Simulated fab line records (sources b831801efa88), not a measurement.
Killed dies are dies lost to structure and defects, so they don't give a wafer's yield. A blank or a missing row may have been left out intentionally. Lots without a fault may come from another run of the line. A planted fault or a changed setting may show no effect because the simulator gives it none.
Problem report in the 8D (eight disciplines) form, filled by code	flow sky130	the parts of the form that need people (team, actions taken, sign-off) are left out

## 1. THE ISSUE
doseIonsCm2 at SKY_LDD_N_IMPLANT_10 reads a mean of 8.3e+13 on 6 wafers of 2 lots; wafers without a fault read 7.5e+13 with a standard deviation of 8.2e+10. Relative to the usual mean, that is a shift of +93 standard deviations.
First seen on wafer L149.1, day 22 02:03, on implanter-03. The record has a number at this step for 39 wafers belonging to 13 lots. Rule for "out", or "out of limits": more than 4 standard deviations from the usual mean. Any other wafer with a number is counted as sound.

## 2. WHAT IT IS, AND WHAT IT ISN'T
question	is	is not
which readings at this step	doseIonsCm2	beamEnergyKeV, rotationDeg
which lots	L149, L152	L140, L141, L143, L146, L147, L148, L158, L159, L160, L161, L162
which wafers of those lots	all that have a number	-
read on which tools	implanter-03	implanter-01, implanter-02
when	from day 22 02:03	up to then (18 sound wafers); but 15 sound wafers of L158, L159, L160, L161, L162 came after

## 3. WHAT RULES OUT EACH SUSPECT
Counting: any tool at a process step up to the reading is kept as a suspect provided that every lot that is out went through it and no sound lot did after the first of them.
- implanter-03 at SKY_LDD_N_IMPLANT_10: ruled out as a lasting fault. The sound lots L161, L162 went through it after L149, its earliest lot that is out (day 22 02:03).
Left after counting: nothing in the record.

## 4. THE CAUSE (what the simulator had put in)
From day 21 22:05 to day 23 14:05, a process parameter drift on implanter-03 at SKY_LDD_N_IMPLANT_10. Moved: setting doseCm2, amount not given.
Counting ruled it out, wrongly.

## 5. THE CHAIN OF EFFECTS, in route order
One row per reading whose mean, taken over the struck wafers that have a number, lies over 3 standard deviations from the usual. Only readings for which the record gives a usual standard deviation are gone through. hours: the time from each lot's start at the first step in this table that gives one to its start at this step, as a median over the lots. sigmas: the change in usual standard deviations.
hours	step	reading	usual	on struck wafers	change	sigmas
0	SKY_LDD_N_IMPLANT_10	doseIonsCm2	7.5e+13	8.3e+13	+7.6e+12	+93
0	SKY_LDD_N_IMPLANT_10	faradayCurrentUA	419	462	+43	+4.5
The process steps in it:
- SKY_LDD_N_IMPLANT_10
Later measuring or inspecting steps at which every struck wafer that the step has a row for has a number for every such reading, and none has moved that far: SKY_METAL1_RS_MEAS_05.

## 6. WHAT WOULD HAVE CAUGHT IT SOONER
In this record no reading fell out of limits until day 22 02:03, 4 hours after the fault had begun at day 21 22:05.
